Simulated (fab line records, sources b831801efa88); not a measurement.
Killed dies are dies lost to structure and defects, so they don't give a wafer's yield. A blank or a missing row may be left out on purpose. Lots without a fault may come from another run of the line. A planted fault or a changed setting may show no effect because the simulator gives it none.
Chamber matching | flow sky130 | SKY_FIELD_ISO_CMP_27 on cmp-01: 4 sister chambers
The step polishes, stops on Si3N4, t overpolish 16 s, target thk 457.8 nm. 14 wafers are shown with their chamber, then 7 later ones without.

WAFERS WITH THEIR CHAMBER
wafer  | chamber | motor_current_A (A) | time_to_endpoint_s (s) | overpolish_run_s (s)
L236.1 | 0       | 12.6                | 113                    | 15.997
L236.5 | 3       | 13.9                | 111                    | 16.012
L236.6 | 0       | 12.3                | 112                    | 15.983
L237.2 | 0       | 12.8                | 115                    | 16.013
L237.3 | 3       | 14.0                | 114                    | 15.995
L237.5 | 1       | 12.4                | 118                    | 16.006
L243.2 | 1       | 12.7                | 119                    | 16.007
L243.3 | 0       | 12.9                | 113                    | 16.004
L243.6 | 3       | 14.5                | 114                    | 15.997
L244.1 | 1       | 12.9                | 122                    | 16.007
L244.5 | 2       | 12.0                | 115                    | 16.018
L244.6 | 1       | 12.9                | 125                    | 15.991
L247.1 | 0       | 12.9                | 116                    | 16.018
L247.3 | 1       | 12.6                | 125                    | 15.974

SIGNATURES (means of the wafers above)
reading            | chamber 0 | chamber 1 | chamber 2 | chamber 3 | scatter within a chamber
motor_current_A    | 12.700    | 12.700    | 12.000    | 14.133    | 0.254
time_to_endpoint_s | 113.80    | 121.80    | 115.00    | 113.00    | 2.44
overpolish_run_s   | 16.00300  | 15.99700  | 16.01800  | 16.00133  | 0.0133
Rule: a wafer's distance from a chamber is the root of the sum, over the readings, of the square of ((its reading less the chamber's mean) divided by the reading's scatter). The wafer belongs to the nearest chamber; if the next one is less than 2 further off, it can't be placed. The scatter: the root of (the sum of the squares of (reading less its chamber's mean) over the shown wafers, divided by (wafers less chambers)).

WAFERS WITHOUT THEIR CHAMBER
wafer  | motor_current_A (A) | time_to_endpoint_s (s) | overpolish_run_s (s)
L247.6 | 12.2                | 115                    | 16.000
L249.3 | 12.3                | 113                    | 15.997
L249.5 | 12.7                | 117                    | 15.997
L249.6 | 12.3                | 110                    | 16.010
L251.1 | 12.1                | 107                    | 15.986
L251.3 | 12.4                | 115                    | 16.015
L251.5 | 12.9                | 118                    | 16.015

WHICH CHAMBER EACH WENT THROUGH
wafer  | from the rows above          | in truth
L247.6 | can't be placed: 2 or 0 or 1 | 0
L249.3 | can't be placed: 0 or 2      | 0
L249.5 | can't be placed: 0 or 1 or 2 | 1
L249.6 | can't be placed: 0 or 2      | 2
L251.1 | can't be placed: 0 or 2      | 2
L251.3 | can't be placed: 0 or 2 or 1 | 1
L251.5 | can't be placed: 0 or 1 or 2 | 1
Placed correctly: 0 of 7. Can't be placed from these rows: 7 (the true chamber is among the candidates in 7). Placed wrongly: 0.
